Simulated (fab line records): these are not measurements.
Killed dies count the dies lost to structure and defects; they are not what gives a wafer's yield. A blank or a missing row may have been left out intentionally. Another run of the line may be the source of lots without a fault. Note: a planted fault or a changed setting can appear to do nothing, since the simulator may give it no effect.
The tool behind it: which one? || flow gf180mcu || Sampling: 7 lots, 21 wafers, 2 of 602 route steps

== WHAT EACH GAUGE READ, for each wafer ==
GF_VT_IMPLANT_TW_MEAS_21.
{"lot": "L593", "measured": "day 6 11:58", "on": "film metro-02", "VT_IMPLANT_2_TW": "1237 1237 1237"}
{"lot": "L596", "measured": "day 7 10:25", "on": "film metro-04", "VT_IMPLANT_2_TW": "1220 1222 1225"}
{"lot": "L600", "measured": "day 8 08:22", "on": "film metro-04", "VT_IMPLANT_2_TW": "1223 1222 1234"}
{"lot": "L603", "measured": "day 9 04:13", "on": "film metro-02", "VT_IMPLANT_2_TW": "1236 1233 1233"}
{"lot": "L607", "measured": "day 10 05:59", "on": "film metro-02", "VT_IMPLANT_2_TW": "1239 1241 1247"}
{"lot": "L609", "measured": "day 10 19:04", "on": "film metro-01", "VT_IMPLANT_2_TW": "1276 1280 1276"}
{"lot": "L613", "measured": "day 11 22:12", "on": "film metro-04", "VT_IMPLANT_2_TW": "1222 1223 1225"}

== WHICH TOOL RAN EACH LOT (tool, then ch and the chambers of the sampled wafers, then the start) ==
{"lot": "L593", "GF_VT_IMPLANT_IMPLANT_19": "implanter-01 ch 0, day 6 11:44"}
{"lot": "L596", "GF_VT_IMPLANT_IMPLANT_19": "implanter-04 ch 0, day 7 10:11"}
{"lot": "L600", "GF_VT_IMPLANT_IMPLANT_19": "implanter-04 ch 0, day 8 08:08"}
{"lot": "L603", "GF_VT_IMPLANT_IMPLANT_19": "implanter-04 ch 0, day 9 03:58"}
{"lot": "L607", "GF_VT_IMPLANT_IMPLANT_19": "implanter-03 ch 0, day 10 05:44"}
{"lot": "L609", "GF_VT_IMPLANT_IMPLANT_19": "implanter-01 ch 0, day 10 18:49"}
{"lot": "L613", "GF_VT_IMPLANT_IMPLANT_19": "implanter-03 ch 0, day 11 21:59"}
- GF_VT_IMPLANT_IMPLANT_19

== THE ANSWER, worked out from the rows above alone ==
Rule: the usual values come from the lots themselves. Put in order of their means at a reading, lots are off if they are a third of the lots or fewer, leave a main group of 4 or more, and stand apart from it by a gap of 3 or more times the standard deviation of the main group's means; of several such gaps the widest counts. The tables above print the reading to a certain number of digits; a main group whose means all agree to those digits is not used. A lot without any number at a reading at which 4 lots or more have one is off too. Where the step has rows for the other lots, those lots are counted as sound.
Off: L609, at GF_VT_IMPLANT_TW_MEAS_21 (VT_IMPLANT_2_TW). The main group has a mean of 1231 with a standard deviation of 7.4.
A tool fits if, at a process step before that reading, it ran every lot that is off, and no sound lot after the first of them. Gauges at GF_VT_IMPLANT_TW_MEAS_21: tried the same way as those tools. This does not decide it: 2 tools fit, namely implanter-01 at GF_VT_IMPLANT_IMPLANT_19 and film metro-01 at GF_VT_IMPLANT_TW_MEAS_21.

== WHAT THE SIMULATOR HAD PUT IN ==
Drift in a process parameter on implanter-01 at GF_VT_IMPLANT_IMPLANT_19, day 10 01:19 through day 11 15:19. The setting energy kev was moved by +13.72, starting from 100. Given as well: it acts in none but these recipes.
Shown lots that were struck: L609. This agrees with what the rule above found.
